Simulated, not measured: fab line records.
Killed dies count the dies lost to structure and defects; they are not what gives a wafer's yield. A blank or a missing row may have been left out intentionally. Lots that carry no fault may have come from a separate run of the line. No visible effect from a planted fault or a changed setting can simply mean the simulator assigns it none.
fab line records	flow sky130
record: lots: 6	wafers: 18	last-day: 50
route steps=708 shown NWELL@65 PWDE@84 VT_ADJUST_HVTP@85 VT_ADJUST_LVTN@97 PAD_OPEN@708
lots untouched by any fault: they come from a run of this same line in which no faults occurred
start-h: hours from the record's opening day to when the first of the lot's shown wafers began	wait-h: hours elapsed since this lot's preceding step	" identical to the entry in the row above	L1.1+2: a single row standing in for several wafers	- no value, or no start given	* or withheld: withheld	< > ~ a bound
route shown NAME@n: NAME is a module with steps in the file, n the number in the route of the first one	usual: average and standard deviation across the fault-free wafers	same: alike in all rows	chamber/n: place in a boat	sites: each site's reading	_std_site: the standard deviation of these	_edge_site: inner sites' mean taken away from outer sites' mean	radius-mm: for every site, how far away it sits from the centre of the wafer	mask NAME#n: copy n	behind: the most recent tool/chamber to have shaped the wafer	hold: why the lot was held/for how many hours/how that ended	device: the n, p or np transistor that did not switch	end of line: at the end of the route, the tests of the same wafers	for a step that has no rows: nothing shown but its recipe	killed: at the first sort, the dies lost to defects and structure; wafer yield is something else	map: a wafer's dies, x killed, . not, _ none there
set.NAME: the setting that was run; set.NAME@STEP: the one run at that earlier step	model.NAME: the simulator's own value behind a step, which no gauge read
certain route steps with their lots: each step a table, each wafer a row
services: from which hour (start-h, from the record's first day; less than 0 if before it) a tool's chamber was out of use, for how many hours, and why
== steps ==
step: SKY_NWELL_IMPLANT_12
recipe: species: P	energy-kev: 120	dose-cm2: 1.3e+12	tilt-deg: withheld
step: SKY_NWELL_IMPLANT_13
recipe: species: P	energy-kev: 50	dose-cm2: 7e+11	tilt-deg: withheld
step: SKY_NWELL_STRIP_14
recipe: chemistry: O2/N2	power-w: 1400	pressure-mtorr: 1500	platen-temp-c: withheld	o2-flow-sccm: 3000	n2-flow-sccm: 300	overash-fraction: 0.5
usual: drypump-motor-current-A: 5.5/0.46	oes-product-au: 0.722/0.0045	strip-time-to-endpoint-s: 36.94/0.096
lot.wafer	tool	chamber	start-h	wait-h	drypump-motor-current-A	oes-product-au	rf-hours-counter-h	strip-time-to-endpoint-s
L500.3	plasma-asher-01	0	122.75	0.1	5.9	0.724	-	37.01
L500.4	"	1	"	"	5.3	0.715	-	37.05
L500.6	"	0	"	"	5.9	0.727	-	37.04
L502.2	plasma-asher-04	0	134.52	0.1	4.8	0.721	42	36.90
L502.4	"	1	"	"	6.1	0.720	-	36.79
L502.6	"	1	"	"	6.1	0.729	-	36.80
L503.2	plasma-asher-04	1	136.82	0.1	6.1	0.720	42	36.89
L503.5	"	0	"	"	4.8	0.721	-	36.90
L503.6	"	1	"	"	6.1	0.721	-	36.87
L505.1	plasma-asher-01	1	150.03	0.1	5.4	0.719	3	36.94
L505.4	"	1	"	"	5.4	0.727	-	36.82
L505.5	"	1	"	"	5.4	0.718	-	36.95
L515.1	plasma-asher-01	1	209.53	0.1	5.3	0.714	8	36.90
L515.4	"	1	"	"	5.3	0.719	-	36.80
L515.5	"	1	"	"	5.3	0.727	-	36.78
L517.2	plasma-asher-02	1	222.58	0.1	5.1	0.722	55	36.94
L517.5	"	1	"	"	5.1	0.717	-	36.85
L517.6	"	0	"	"	5.2	0.719	-	36.88
step: SKY_NWELL_TW_MEAS_15
usual: NWELL_TW: 1810/22
lot.wafer	tool	chamber	start-h	wait-h	NWELL_TW
L500.3	film-metro-01	-	122.84	0.1	1825
L500.4	"	-	"	"	1825
L500.6	"	-	"	"	1821
L502.2	film-metro-01	-	134.63	0.1	1841
L502.4	"	-	"	"	1820
L502.6	"	-	"	"	1834
L503.2	film-metro-04	-	136.93	0.1	1791
L503.5	"	-	"	"	1785
L503.6	"	-	"	"	1788
L505.1	film-metro-01	-	150.13	0.1	1847
L505.4	"	-	"	"	1841
L505.5	"	-	"	"	1841
L515.1	film-metro-01	-	209.63	0.1	1843
L515.4	"	-	"	"	1835
L515.5	"	-	"	"	1839
L517.2	film-metro-04	-	222.69	0.1	1783
L517.5	"	-	"	"	1796
L517.6	"	-	"	"	1798
step: SKY_NWELL_DEHYDRATE_16
recipe: temp-c: 200	time-s: 60
step: SKY_NWELL_HMDS_17
recipe: prime-time-s: 60	prime-temp-c: 120
step: SKY_NWELL_COAT_18
recipe: spin-rpm: 2000	resist-thk-nm: 3000
step: SKY_NWELL_SOFTBAKE_19
recipe: temp-c: 110	time-s: withheld
step: SKY_NWELL_EXPOSE_20
recipe: mask-id: NWM_COMPLEMENT	na: 0.6	source-shape: conventional	sigma-outer: 0.6	polarization: unpolarized	target-cd-nm: 840	dose-mj: 260
step: SKY_NWELL_PEB_21
recipe: temp-c: 115	time-s: withheld
step: SKY_NWELL_DEVELOP_22
recipe: wall-angle-deg: 90	developer: TMAH	develop-time-s: 60	dev-temp-c: 23
step: SKY_NWELL_OVL_MEAS_23
usual: NWELL_01_OVL: -0.5/1.4
lot.wafer	tool	chamber	start-h	wait-h	NWELL_01_OVL[nm]
L500.3	overlay-01	-	141.29	-	-1.4
L500.4	"	-	"	"	-1.2
L500.6	"	-	"	"	-2.2
L502.2	overlay-02	-	153.49	-	-0.5
L502.4	"	-	"	"	-1.8
L502.6	"	-	"	"	-2.8
L503.2	overlay-01	-	155.94	-	-0.5
L503.5	"	-	"	"	-0.3
L503.6	"	-	"	"	-2.0
L505.1	overlay-01	-	170.25	-	-0.8
L505.4	"	-	"	"	-1.4
L505.5	"	-	"	"	0.5
L515.1	overlay-02	-	232.00	-	1.0
L515.4	"	-	"	"	-0.1
L515.5	"	-	"	"	0.7
L517.2	overlay-01	-	245.50	-	-0.1
L517.5	"	-	"	"	-1.7
L517.6	"	-	"	"	0.2
step: SKY_NWELL_IMPLANT_24
recipe: species: B	energy-kev: 140	dose-cm2: 9.2e+12	tilt-deg: withheld
lot.wafer	tool	chamber	start-h	wait-h
L500.3+4+6	implanter-01	0	141.37	0.1
L502.2+4+6	implanter-01	0	153.54	0.0
L503.2+5+6	implanter-03	0	155.99	0.0
L505.1+4+5	implanter-01	0	170.28	0.0
L515.1+4+5	implanter-01	0	232.03	0.0
L517.2+5+6	implanter-03	0	245.56	0.0
step: SKY_NWELL_STRIP_25
recipe: chemistry: O2/N2	power-w: 1400	pressure-mtorr: 1500	platen-temp-c: withheld	o2-flow-sccm: 3000	n2-flow-sccm: 300	overash-fraction: 0.5
usual: drypump-motor-current-A: 5.4/0.44	oes-product-au: 0.723/0.0043	strip-time-to-endpoint-s: 36.89/0.086
lot.wafer	tool	chamber	start-h	wait-h	drypump-motor-current-A	oes-product-au	rf-hours-counter-h	strip-time-to-endpoint-s
L500.3	plasma-asher-01	1	141.50	0.1	5.4	0.728	-	36.87
L500.4	"	0	"	"	5.9	0.724	-	36.96
L500.6	"	1	"	"	5.4	0.720	-	36.93
L502.2	plasma-asher-01	0	153.67	0.1	5.9	0.717	3	36.90
L502.4	"	0	"	"	5.9	0.723	-	36.84
L502.6	"	0	"	"	6.0	0.726	-	36.85
L503.2	plasma-asher-04	1	156.12	0.1	6.1	0.728	44	37.12
L503.5	"	0	"	"	4.8	0.728	-	36.94
L503.6	"	1	"	"	6.1	0.731	-	37.01
L505.1	plasma-asher-02	1	170.43	0.1	5.1	0.720	49	36.86
L505.4	"	1	"	"	5.1	0.728	-	36.93
L505.5	"	1	"	"	5.2	0.722	-	36.95
L515.1	plasma-asher-04	0	232.18	0.1	4.8	0.723	50	37.04
L515.4	"	0	"	"	4.8	0.726	-	36.84
L515.5	"	1	"	"	6.1	0.727	-	36.95
L517.2	plasma-asher-02	0	245.68	0.1	5.2	0.721	57	36.95
L517.5	"	0	"	"	5.2	0.719	-	36.92
L517.6	"	1	"	"	5.1	0.726	-	36.86
step: SKY_NWELL_TW_MEAS_26
usual: NWELL_2_TW: 493/5.8
lot.wafer	tool	chamber	start-h	wait-h	NWELL_2_TW
L500.3	film-metro-04	-	141.59	0.1	491
L500.4	"	-	"	"	493
L500.6	"	-	"	"	486
L502.2	film-metro-01	-	153.78	0.1	502
L502.4	"	-	"	"	501
L502.6	"	-	"	"	499
L503.2	film-metro-03	-	156.23	0.1	490
L503.5	"	-	"	"	490
L503.6	"	-	"	"	490
L505.1	film-metro-03	-	170.53	0.1	487
L505.4	"	-	"	"	487
L505.5	"	-	"	"	488
L515.1	film-metro-01	-	232.28	0.1	495
L515.4	"	-	"	"	493
L515.5	"	-	"	"	493
L517.2	film-metro-01	-	245.79	0.1	496
L517.5	"	-	"	"	494
L517.6	"	-	"	"	494
step: SKY_NWELL_CLEAN_27
recipe: chemistry: SC1/SC2	mix: 1:4:20	temp-c: 70	time-s: 150	dry: n2-spin
step: SKY_NWELL_RTA_28
recipe: temp-c: 1050	time-s: 30	idle-temp-c: 650	ramp-up-c-per-s: 150	ramp-down-c-per-s: 90	ambient: N2
usual: lamp-power-pct: 25.31/0.053	wafer_temp_C_max: 1054.9/0.92
lot.wafer	tool	chamber	start-h	wait-h	lamp-power-pct	wafer_temp_C_max
L500.3	rtp-anneal-02	0	141.71	0.0	25.33	1055.6
L500.4	"	0	"	"	25.37	1054.4
L500.6	"	0	"	"	25.35	1055.6
L502.2	rtp-anneal-02	0	153.90	0.0	25.26	1053.4
L502.4	"	0	"	"	25.34	1054.2
L502.6	"	0	"	"	25.29	1054.1
L503.2	rtp-anneal-02	0	156.35	0.0	25.33	1056.1
L503.5	"	0	"	"	25.38	1054.5
L503.6	"	0	"	"	25.24	1053.7
L505.1	rtp-anneal-01	0	170.64	0.0	25.30	1054.9
L505.4	"	0	"	"	25.20	1055.4
L505.5	"	0	"	"	25.24	1055.1
L515.1	rtp-anneal-02	0	232.39	0.0	25.36	1054.1
L515.4	"	0	"	"	25.35	1056.2
L515.5	"	0	"	"	25.32	1054.5
L517.2	rtp-anneal-02	0	245.91	0.0	25.26	1055.0
L517.5	"	0	"	"	25.32	1054.9
L517.6	"	0	"	"	25.27	1054.1
step: SKY_NWELL_RS_MEAS_29
recipe: thk-meas-gauge: four-point-probe
usual: NWELL_RS: 625.3/1.7
lot.wafer	tool	chamber	start-h	wait-h	NWELL_RS[ohm/sq]
L500.3	film-metro-03	-	141.82	0.1	625.3
L500.4	"	-	"	"	627.4
L500.6	"	-	"	"	624.8
L502.2	film-metro-04	-	154.00	0.1	621.8
L502.4	"	-	"	"	626.0
L502.6	"	-	"	"	625.3
L503.2	film-metro-01	-	156.45	0.1	626.4
L503.5	"	-	"	"	623.6
L503.6	"	-	"	"	624.3
L505.1	film-metro-04	-	170.74	0.1	623.6
L505.4	"	-	"	"	626.3
L505.5	"	-	"	"	625.3
L515.1	film-metro-03	-	232.49	0.1	623.7
L515.4	"	-	"	"	622.8
L515.5	"	-	"	"	623.4
L517.2	film-metro-03	-	246.01	0.1	624.6
L517.5	"	-	"	"	626.3
L517.6	"	-	"	"	624.3
step: SKY_NWELL_RS_MEAS_31
recipe: thk-meas-gauge: four-point-probe
usual: PWDE_RS: 5276/16
lot.wafer	tool	chamber	start-h	wait-h	PWDE_RS[ohm/sq]
L500.3	film-metro-03	-	142.06	0.1	5274
L500.4	"	-	"	"	5273
L500.6	"	-	"	"	5267
L502.2	film-metro-04	-	154.24	0.1	5293
L502.4	"	-	"	"	5284
L502.6	"	-	"	"	5271
L503.2	film-metro-01	-	156.69	0.1	5302
L503.5	"	-	"	"	5304
L503.6	"	-	"	"	5308
L505.1	film-metro-04	-	170.98	0.1	5277
L505.4	"	-	"	"	5286
L505.5	"	-	"	"	5258
L515.1	film-metro-03	-	232.73	0.1	5280
L515.4	"	-	"	"	5275
L515.5	"	-	"	"	5282
L517.2	film-metro-03	-	246.25	0.1	5265
L517.5	"	-	"	"	5247
L517.6	"	-	"	"	5252
step: SKY_VT_ADJUST_HVTP_DEHYDRATE_00
recipe: temp-c: 200	time-s: 60
step: SKY_VT_ADJUST_HVTP_HMDS_01
recipe: prime-time-s: 60	prime-temp-c: 120
step: SKY_VT_ADJUST_HVTP_COAT_02
recipe: resist: NOVOLAK	spin-rpm: 3000	resist-thk-nm: 1140
step: SKY_VT_ADJUST_HVTP_SOFTBAKE_03
recipe: temp-c: 90	time-s: 60	resist: NOVOLAK
step: SKY_VT_ADJUST_HVTP_EXPOSE_04
recipe: mask-id: HVTPM	na: 0.6	source-shape: conventional	sigma-outer: 0.6	polarization: unpolarized	target-cd-nm: 380	dose-mj: 140
step: SKY_VT_ADJUST_HVTP_PEB_05
recipe: temp-c: withheld	time-s: *	resist: NOVOLAK
step: SKY_VT_ADJUST_HVTP_DEVELOP_06
recipe: resist: NOVOLAK	developer: TMAH	develop-time-s: 60	dev-temp-c: 23
step: SKY_VT_ADJUST_HVTP_CD_MEAS_07
recipe: target-cd-nm: 380
usual: cd-nm: 380.3/2.7
lot.wafer	tool	chamber	start-h	wait-h	cd-nm
L500.3	cd-sem-02	-	161.09	0.1	377.2
L500.4	"	-	"	"	376.3
L500.6	"	-	"	"	377.2
L502.2	cd-sem-01	-	173.30	0.1	381.6
L502.4	"	-	"	"	379.9
L502.6	"	-	"	"	382.5
L503.2	cd-sem-01	-	176.45	0.1	381.6
L503.5	"	-	"	"	378.9
L503.6	"	-	"	"	380.6
L505.1	cd-sem-02	-	192.35	0.1	377.9
L505.4	"	-	"	"	379.5
L505.5	"	-	"	"	378.9
L515.1	cd-sem-01	-	256.25	0.1	384.9
L515.4	"	-	"	"	382.6
L515.5	"	-	"	"	381.7
L517.2	cd-sem-01	-	270.35	0.1	379.7
L517.5	"	-	"	"	382.0
L517.6	"	-	"	"	381.1
step: SKY_VT_ADJUST_HVTP_OVL_MEAS_08
usual: VT_ADJUST_HVTP_OVL: -0.3/1.2
lot.wafer	tool	chamber	start-h	wait-h	VT_ADJUST_HVTP_OVL[nm]
L500.3	overlay-01	-	161.18	0.1	-0.7
L500.4	"	-	"	"	-1.1
L500.6	"	-	"	"	2.1
L502.2	overlay-01	-	173.41	0.1	-1.5
L502.4	"	-	"	"	-1.7
L502.6	"	-	"	"	-2.2
L503.2	overlay-02	-	176.56	0.1	-1.3
L503.5	"	-	"	"	0.6
L503.6	"	-	"	"	0.8
L505.1	overlay-01	-	192.47	0.1	0.2
L505.4	"	-	"	"	-0.9
L505.5	"	-	"	"	-1.3
L515.1	overlay-02	-	256.37	0.1	-0.7
L515.4	"	-	"	"	-0.9
L515.5	"	-	"	"	-0.2
L517.2	overlay-01	-	270.46	0.1	-0.9
L517.5	"	-	"	"	-1.0
L517.6	"	-	"	"	-0.9
step: SKY_VT_ADJUST_HVTP_IMPLANT_09
recipe: species: As	energy-kev: 150	dose-cm2: 4.3e+12	tilt-deg: withheld
step: SKY_VT_ADJUST_HVTP_STRIP_10
recipe: chemistry: O2/N2	power-w: 1400	pressure-mtorr: 1500	platen-temp-c: withheld	o2-flow-sccm: 3000	n2-flow-sccm: 300	overash-fraction: 0.5
usual: drypump-motor-current-A: 5.6/0.39	oes-product-au: 0.716/0.0044	strip-time-to-endpoint-s: 14.18/0.04
lot.wafer	tool	chamber	start-h	wait-h	drypump-motor-current-A	oes-product-au	rf-hours-counter-h	strip-time-to-endpoint-s
L500.3	plasma-asher-02	0	161.39	0.1	5.2	0.719	-	14.20
L500.4	"	1	"	"	5.1	0.718	-	14.26
L500.6	"	1	"	"	5.1	0.710	-	14.25
L502.2	plasma-asher-02	1	173.59	0.1	5.1	0.715	49	14.18
L502.4	"	1	"	"	5.2	0.709	-	14.20
L502.6	"	0	"	"	5.2	0.713	-	14.20
L503.2	plasma-asher-01	0	176.74	0.1	5.9	0.720	6	14.29
L503.5	"	1	"	"	5.4	0.717	-	14.28
L503.6	"	0	"	"	6.0	0.715	-	14.26
L505.1	plasma-asher-03	1	192.65	0.1	5.9	0.724	38	14.10
L505.4	"	1	"	"	5.9	0.713	-	14.17
L505.5	"	0	"	"	6.1	0.712	-	14.10
L515.1	plasma-asher-01	1	256.55	0.1	5.4	0.717	14	14.12
L515.4	"	1	"	"	5.4	0.715	-	14.12
L515.5	"	0	"	"	5.9	0.716	-	14.10
L517.2	plasma-asher-03	0	270.64	0.1	6.1	0.717	47	14.21
L517.5	"	1	"	"	6.0	0.714	-	14.18
L517.6	"	0	"	"	6.1	0.715	-	14.19
step: SKY_VT_ADJUST_HVTP_TW_MEAS_11
usual: VT_ADJUST_HVTP_TW: 1355/11
lot.wafer	tool	chamber	start-h	wait-h	VT_ADJUST_HVTP_TW
L500.3	film-metro-02	-	161.47	0.1	1354
L500.4	"	-	"	"	1350
L500.6	"	-	"	"	1355
L502.2	film-metro-01	-	173.70	0.1	1364
L502.4	"	-	"	"	1360
L502.6	"	-	"	"	1359
L503.2	film-metro-01	-	176.85	0.1	1357
L503.5	"	-	"	"	1357
L503.6	"	-	"	"	1363
L505.1	film-metro-01	-	192.75	0.1	1363
L505.4	"	-	"	"	1375
L505.5	"	-	"	"	1368
L515.1	film-metro-01	-	256.65	0.1	1350
L515.4	"	-	"	"	1349
L515.5	"	-	"	"	1343
L517.2	film-metro-02	-	270.75	0.1	1356
L517.5	"	-	"	"	1355
L517.6	"	-	"	"	1348
step: SKY_VT_ADJUST_LVTN_DEHYDRATE_00
recipe: temp-c: 200	time-s: 60
step: SKY_VT_ADJUST_LVTN_HMDS_01
recipe: prime-time-s: 60	prime-temp-c: 120
step: SKY_VT_ADJUST_LVTN_COAT_02
recipe: spin-rpm: 2000	resist-thk-nm: 3000
step: SKY_VT_ADJUST_LVTN_SOFTBAKE_03
recipe: temp-c: 110	time-s: withheld
step: SKY_VT_ADJUST_LVTN_EXPOSE_04
recipe: mask-id: NWM_COMPLEMENT_LESS_NATIVE	na: 0.6	source-shape: conventional	sigma-outer: 0.6	polarization: unpolarized	target-cd-nm: 840	dose-mj: 194
step: SKY_VT_ADJUST_LVTN_PEB_05
recipe: temp-c: 115	time-s: withheld
step: SKY_VT_ADJUST_LVTN_DEVELOP_06
recipe: wall-angle-deg: 90	developer: TMAH	develop-time-s: 60	dev-temp-c: 23
step: SKY_VT_ADJUST_LVTN_OVL_MEAS_07
usual: VT_ADJUST_LVTN_OVL: -0.6/1.3
lot.wafer	tool	chamber	start-h	wait-h	VT_ADJUST_LVTN_OVL[nm]
L500.3	overlay-01	-	181.66	-	-1.0
L500.4	"	-	"	"	-2.1
L500.6	"	-	"	"	-1.6
L502.2	overlay-01	-	195.05	-	1.8
L502.4	"	-	"	"	0.0
L502.6	"	-	"	"	-0.8
L503.2	overlay-02	-	197.85	-	-0.9
L503.5	"	-	"	"	-1.5
L503.6	"	-	"	"	-1.4
L505.1	overlay-01	-	214.75	-	0.7
L505.4	"	-	"	"	-0.5
L505.5	"	-	"	"	-0.7
L515.1	overlay-02	-	281.38	-	-0.8
L515.4	"	-	"	"	-2.3
L515.5	"	-	"	"	-3.8
L517.2	overlay-01	-	295.85	-	0.2
L517.5	"	-	"	"	-0.4
L517.6	"	-	"	"	0.0
step: SKY_VT_ADJUST_LVTN_IMPLANT_08
recipe: species: B	energy-kev: 30	dose-cm2: 1.57e+12	tilt-deg: withheld
step: SKY_VT_ADJUST_LVTN_STRIP_09
recipe: chemistry: O2/N2	power-w: 1400	pressure-mtorr: 1500	platen-temp-c: withheld	o2-flow-sccm: 3000	n2-flow-sccm: 300	overash-fraction: 0.5
usual: drypump-motor-current-A: 5.7/0.49	oes-product-au: 0.723/0.0046	strip-time-to-endpoint-s: 36.93/0.093
lot.wafer	tool	chamber	start-h	wait-h	drypump-motor-current-A	oes-product-au	rf-hours-counter-h	strip-time-to-endpoint-s
L500.3	plasma-asher-04	0	181.87	0.1	4.8	0.725	-	36.95
L500.4	"	1	"	"	6.1	0.716	-	36.96
L500.6	"	1	"	"	6.1	0.725	-	37.09
L502.2	plasma-asher-03	1	195.23	0.1	5.9	0.720	39	36.94
L502.4	"	0	"	"	6.2	0.722	-	36.91
L502.6	"	1	"	"	6.0	0.720	-	37.05
L503.2	plasma-asher-03	0	198.03	0.1	6.1	0.722	39	36.71
L503.5	"	0	"	"	6.1	0.712	-	36.76
L503.6	"	1	"	"	6.0	0.721	-	36.70
L505.1	plasma-asher-02	0	214.93	0.1	5.2	0.719	54	36.97
L505.4	"	1	"	"	5.1	0.721	-	37.04
L505.5	"	1	"	"	5.1	0.721	-	36.99
L515.1	plasma-asher-02	1	281.57	0.1	5.1	0.718	60	37.00
L515.4	"	0	"	"	5.2	0.720	-	36.93
L515.5	"	1	"	"	5.1	0.724	-	36.92
L517.2	plasma-asher-04	0	296.03	0.1	4.8	0.710	54	36.93
L517.5	"	1	"	"	6.1	0.725	-	36.99
L517.6	"	0	"	"	4.8	0.724	-	36.90
step: SKY_PAD_OPEN_PROBE_99
usual: killed_at_M0_to_M3: 42/6.7	killed_at_M4_up: 3.3/2.1	killed-at-contacts: 24/5.1	killed-at-front-end: 15/4.6	killed-at-other: 0.3/0.58	killed-dies: 85/9.9	killed-open: 46/6.9	killed-short: 38/7
same: gross-dies: 492	killed-at-back-side: 0
lot.wafer	tool	chamber	start-h	wait-h	killed_at_M0_to_M3	killed_at_M4_up	killed-at-contacts	killed-at-front-end	killed-at-other	killed-dies	killed-open	killed-short	model.etest.res-pwell-under-gate.rs-ohm-sq-range
L500.3	prober-01	-	1125.95	0.2	44	1	29	12	0	86	48	36	48.05
L500.4	prober-01	-	1126.00	0.2	49	2	20	18	0	89	54	34	43.18
L500.6	prober-01	-	1126.10	0.2	37	3	26	16	0	82	48	33	48.86
L502.2	prober-01	-	1134.57	0.1	39	1	24	10	0	74	45	29	224.5
L502.4	prober-01	-	1134.67	0.2	40	2	24	18	1	85	50	35	234.8
L502.6	prober-01	-	1134.77	0.2	34	3	20	14	0	71	35	36	209.3
L503.2	prober-02	-	1140.65	0.1	52	4	24	11	1	92	43	49	78.66
L503.5	prober-02	-	1140.80	0.2	45	0	30	17	0	92	44	48	79.66
L503.6	prober-02	-	1140.85	0.2	54	0	31	13	0	98	59	39	74.81
L505.1	prober-02	-	1145.72	0.1	40	5	27	18	0	90	32	58	179.6
L505.4	prober-02	-	1145.87	0.2	49	5	21	14	1	90	48	42	208.9
L505.5	prober-02	-	1145.92	0.2	39	3	22	16	0	80	41	39	202.5
L515.1	prober-02	-	1199.47	0.1	36	6	28	12	0	82	43	39	26.89
L515.4	prober-02	-	1199.62	0.2	37	1	34	7	1	80	47	33	63.45
L515.5	prober-02	-	1199.67	0.2	47	6	28	12	1	94	49	45	56.67
L517.2	prober-02	-	1202.86	0.1	40	4	27	16	0	87	53	34	51.28
L517.5	prober-02	-	1203.01	0.2	34	5	23	14	1	77	40	37	46.35
L517.6	prober-02	-	1203.06	0.2	45	1	20	15	1	82	41	40	54.02
killed by level:class
L500.3 LI_CONTACT:geometric-particle:open=12 VIA1:geometric-particle:open=9 METAL1:geometric-particle:short=8 CONTACT:geometric-particle:open=7 VIA1:geometric-particle:short=6 METAL2:geometric-particle:short=6 VIA2:geometric-particle:open=5 VIA2:geometric-particle:short=4
L500.4 VIA1:geometric-particle:open=18 CONTACT:geometric-particle:open=8 FIELD_ISO:geometric-particle:open=6 FIELD_ISO:geometric-particle:short=6 VIA3:geometric-particle:open=6 LOCAL_INTERCONNECT:geometric-particle:short=4 LI_CONTACT:geometric-particle:open=4 VIA1:geometric-particle:short=4
L500.6 VIA1:geometric-particle:open=12 LI_CONTACT:geometric-particle:open=9 FIELD_ISO:geometric-particle:open=5 POLY_GATE:geometric-particle:open=5 CONTACT:geometric-particle:open=5 VIA1:geometric-particle:short=5 METAL2:geometric-particle:short=5 LOCAL_INTERCONNECT:geometric-particle:short=4
L502.2 VIA1:geometric-particle:open=8 CONTACT:geometric-particle:open=8 VIA2:geometric-particle:open=8 LI_CONTACT:geometric-particle:open=7 VIA3:geometric-particle:open=7 CONTACT:geometric-particle:short=5 FIELD_ISO:geometric-particle:short=4 METAL2:geometric-particle:short=4
L502.4 CONTACT:geometric-particle:open=10 FIELD_ISO:geometric-particle:open=9 METAL3:geometric-particle:short=7 VIA1:geometric-particle:open=6 LOCAL_INTERCONNECT:geometric-particle:short=6 LI_CONTACT:geometric-particle:open=5 VIA2:geometric-particle:open=5 METAL1:geometric-particle:short=4
L502.6 VIA1:geometric-particle:open=13 LOCAL_INTERCONNECT:geometric-particle:short=6 CONTACT:geometric-particle:open=6 FIELD_ISO:geometric-particle:short=5 METAL1:geometric-particle:short=5 FIELD_ISO:geometric-particle:open=4 METAL2:geometric-particle:short=4 POLY_GATE:geometric-particle:open=3
L503.2 VIA3:geometric-particle:open=9 VIA2:geometric-particle:open=8 METAL2:geometric-particle:short=8 CONTACT:geometric-particle:open=7 METAL1:geometric-particle:short=7 LI_CONTACT:geometric-particle:open=6 VIA1:geometric-particle:open=6 VIA2:geometric-particle:short=5
L503.5 VIA1:geometric-particle:open=10 CONTACT:geometric-particle:open=9 LI_CONTACT:geometric-particle:short=7 CONTACT:geometric-particle:short=7 VIA2:geometric-particle:open=7 VIA1:geometric-particle:short=6 FIELD_ISO:geometric-particle:open=5 LI_CONTACT:geometric-particle:open=5
L503.6 VIA1:geometric-particle:open=13 CONTACT:geometric-particle:open=12 METAL2:geometric-particle:short=9 VIA2:geometric-particle:open=8 METAL1:geometric-particle:short=7 VIA3:geometric-particle:open=7 LI_CONTACT:geometric-particle:open=6 CONTACT:geometric-particle:short=6
L505.1 METAL1:geometric-particle:short=11 LOCAL_INTERCONNECT:geometric-particle:short=8 CONTACT:geometric-particle:open=7 LI_CONTACT:geometric-particle:open=6 POLY_GATE:geometric-particle:short=5 CONTACT:geometric-particle:short=5 METAL2:geometric-particle:short=5 METAL3:geometric-particle:short=5
L505.4 VIA1:geometric-particle:open=11 VIA2:geometric-particle:open=10 CONTACT:geometric-particle:open=10 METAL2:geometric-particle:short=8 METAL1:geometric-particle:short=5 LI_CONTACT:geometric-particle:open=4 CONTACT:geometric-particle:short=4 VIA2:geometric-particle:short=4
L505.5 CONTACT:geometric-particle:short=8 VIA3:geometric-particle:open=7 VIA1:geometric-particle:open=7 VIA2:geometric-particle:open=6 FIELD_ISO:geometric-particle:open=5 LI_CONTACT:geometric-particle:short=5 CONTACT:geometric-particle:open=5 FIELD_ISO:geometric-particle:short=4
L515.1 LI_CONTACT:geometric-particle:open=8 CONTACT:geometric-particle:open=8 CONTACT:geometric-particle:short=8 VIA1:geometric-particle:open=7 METAL2:geometric-particle:short=5 VIA3:geometric-particle:open=5 POLY_GATE:geometric-particle:short=4 VIA2:geometric-particle:open=4
L515.4 CONTACT:geometric-particle:open=18 VIA1:geometric-particle:open=9 LI_CONTACT:geometric-particle:open=7 METAL2:geometric-particle:short=7 VIA2:geometric-particle:open=5 CONTACT:geometric-particle:short=4 METAL1:geometric-particle:short=4 VIA1:geometric-particle:short=3
L515.5 VIA1:geometric-particle:open=13 CONTACT:geometric-particle:open=10 LI_CONTACT:geometric-particle:open=6 CONTACT:geometric-particle:short=6 VIA3:geometric-particle:short=5 METAL1:geometric-particle:open=5 METAL2:geometric-particle:short=5 METAL4:geometric-particle:short=5
L517.2 LI_CONTACT:geometric-particle:open=15 VIA1:geometric-particle:open=12 VIA3:geometric-particle:open=6 POLY_GATE:geometric-particle:short=4 CONTACT:geometric-particle:short=4 CONTACT:geometric-particle:open=4 VIA1:geometric-particle:short=4 VIA2:geometric-particle:open=4
L517.5 LI_CONTACT:geometric-particle:open=8 CONTACT:geometric-particle:open=6 METAL1:geometric-particle:short=5 VIA1:geometric-particle:open=5 FIELD_ISO:geometric-particle:open=4 CONTACT:geometric-particle:short=4 VIA1:geometric-particle:short=4 METAL3:geometric-particle:short=4
L517.6 VIA3:geometric-particle:open=11 METAL1:geometric-particle:short=9 VIA1:geometric-particle:open=7 LI_CONTACT:geometric-particle:open=6 METAL2:geometric-particle:short=5 CONTACT:geometric-particle:short=4 FIELD_ISO:geometric-particle:open=4 POLY_GATE:geometric-particle:short=4
== services ==
tool	chamber	start-h	hours	kind
implanter-01	-	107.87	1.8	repair
plasma-asher-01	-	108.75	9.0	pm
plasma-asher-01	0	108.75	9.0	vent-cycle
plasma-asher-01	1	108.75	9.0	vent-cycle
implanter-03	-	113.37	3.1	repair
plasma-asher-01	0	117.75	-	clean
plasma-asher-01	1	117.75	-	clean
implanter-03	-	123.13	13.2	pm
plasma-asher-03	-	183.27	1.4	repair
plasma-asher-04	-	208.50	11.1	repair
implanter-01	-	234.19	1.3	repair
plasma-asher-04	-	239.75	22.9	repair
plasma-asher-02	-	256.45	8.2	repair
implanter-03	-	273.87	5.3	pm
implanter-03	-	279.61	2.1	pm
implanter-01	-	281.18	0.5	repair
== key ==
first-sign none at tools or gauges
model-effect: step: SKY_PAD_OPEN_PROBE_99	value: etest.res-pwell-under-gate.rs-ohm-sq-range	without: 52.03	struck: 209.9
met-at SKY_NWELL_IMPLANT_24
struck-wafers L502.2,L502.4,L502.6,L505.1,L505.4,L505.5
tester-left-out L502,L505
onset-between 141.37 153.54
fault: kind: process-parameter-drift	tool: implanter-01	chamber: -	onset-h: 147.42	steps: SKY_NWELL_IMPLANT_24	channel: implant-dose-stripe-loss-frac	offset: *	shape: step	end-h: 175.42
tester-left-out: of these lots the tester's yield and bins aren't shown, on N5 and GAA mostly nor the transistor test; their killed dies are dies lost to structure and defects alone, not to doping, threshold or leakage, so they don't give the yield
